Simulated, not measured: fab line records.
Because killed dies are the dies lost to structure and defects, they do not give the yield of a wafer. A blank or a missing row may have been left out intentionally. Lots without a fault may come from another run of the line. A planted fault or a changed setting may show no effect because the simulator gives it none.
Code-filled problem report in 8D (eight disciplines) form | flow sky130 | the parts of the form that need people (team, actions taken, sign-off) are left out

== 1. PROBLEM STATEMENT ==
VT_ADJUST_LVTN_2_TW at SKY_VT_ADJUST_LVTN_TW_MEAS_21 reads a mean of 30.1 on 3 wafers of 1 lot; wafers without a fault read 188.5 with a standard deviation of 0.96. That is -99 or more standard deviations from the usual mean.
First observed at day 10 20:14: wafer L475.1, on film metro-04. Wafers with a number at this step in the record: 39, from 13 lots. By rule, "out" or "out of limits" means more than 4 standard deviations away from the usual mean. All remaining wafers that have a number are taken as sound.

== 2. WHAT IT IS, AND WHAT IT ISN'T ==
question                    | is                     | is not
which readings at this step | VT_ADJUST_LVTN_2_TW    | -
which lots                  | L475                   | L464, L465, L466, L467, L468, L474, L481, L482, L483, L484, L485, L487
which wafers of those lots  | all that have a number | -
read on which gauges        | film metro-04          | film metro-01, film metro-03
when                        | from day 10 20:14      | up to then (18 sound wafers); but 18 sound wafers of L481, L482, L483, L484, L485, L487 came after

== 3. THE SUSPECTS, EACH WITH WHAT RULES IT OUT ==
Counting: a tool at a process step up to the reading stays a suspect if it ran every lot that is out and no sound lot after the first of them.
- the gauge at SKY_VT_ADJUST_LVTN_TW_MEAS_21: ruled out. All the wafers that are out were read on film metro-04, but those of them that SKY_VT_ADJUST_LVTN_STRIP_09 has rows for are out there too, on other tools.
- rie si-02 at SKY_FIELD_ISO_ETCH_17 (etches Si in HBr/Cl2/O2, target depth 342 nm, time 97.7 s): ruled out as a lasting fault. Sound lots L484 ran on it after its first lot that is out, L475 (day 4 17:25).
- rtp anneal-02 at SKY_NWELL_RTA_28 (time 30 s): ruled out as a lasting fault. Sound lots L481, L484 ran on it after its first lot that is out, L475 (day 8 02:01).
- plasma asher-04 at SKY_VT_ADJUST_LVTN_STRIP_09 (strips in O2/N2): ruled out as a lasting fault. Sound lots L483 ran on it after its first lot that is out, L475 (day 9 21:16).
- plasma asher-04 at SKY_VT_ADJUST_LVTN_STRIP_20 (strips in O2/N2): kept. It ran the lot that is out, L475 (day 10 20:08), and no sound lot after that; its last sound lot up to then is L466 (day 8 13:31). On those wafers its own readings are out: strip time to endpoint s.
Left after counting: plasma asher-04 at SKY_VT_ADJUST_LVTN_STRIP_20.

== 4. THE CAUSE (what the simulator had put in) ==
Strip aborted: plasma asher-04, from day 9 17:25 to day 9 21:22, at SKY_VT_ADJUST_LVTN_STRIP_09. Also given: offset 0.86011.
This tool alone remained once counting was done.

== 5. THE CHAIN OF EFFECTS, in route order ==
Rows list readings where the struck wafers' mean (over those with a number) sits beyond 3 standard deviations from the usual. Readings are gone through only where the record gives a usual standard deviation; hours: the median, over the lots, of the time from a lot's start at the first step in this table giving one to that lot's start at this step; sigmas: the change measured in usual standard deviations.
hours | step                          | reading                  | usual      | on struck wafers | change | sigmas
0     | SKY_VT_ADJUST_LVTN_STRIP_09   | oes product au           | 0.722 a.u. | 0.911            | +0.189 | +45
23    | SKY_VT_ADJUST_LVTN_STRIP_20   | strip time to endpoint s | 14.17 s    | 43.34            | +29.17 | +99 or more
23    | SKY_VT_ADJUST_LVTN_TW_MEAS_21 | VT_ADJUST_LVTN_2_TW      | 188.5      | 30.1             | -158.4 | -99 or more
Its process steps:
- SKY_VT_ADJUST_LVTN_STRIP_09: strips in O2/N2.
- SKY_VT_ADJUST_LVTN_STRIP_20: strips in O2/N2.
Readings that are blank on the struck wafers while sound wafers have them: strip time to endpoint s at SKY_VT_ADJUST_LVTN_STRIP_09.

== 6. HOW IT WOULD HAVE BEEN CAUGHT EARLIER ==
27 hours passed between the start of the fault at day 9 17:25 and the first reading out of limits at a measuring or inspecting step in this record, taken at day 10 20:14.
Tool's own readings at SKY_VT_ADJUST_LVTN_STRIP_09, oes product au: out on all struck wafers the step has rows for; an alarm limit on them would have tripped on the first.
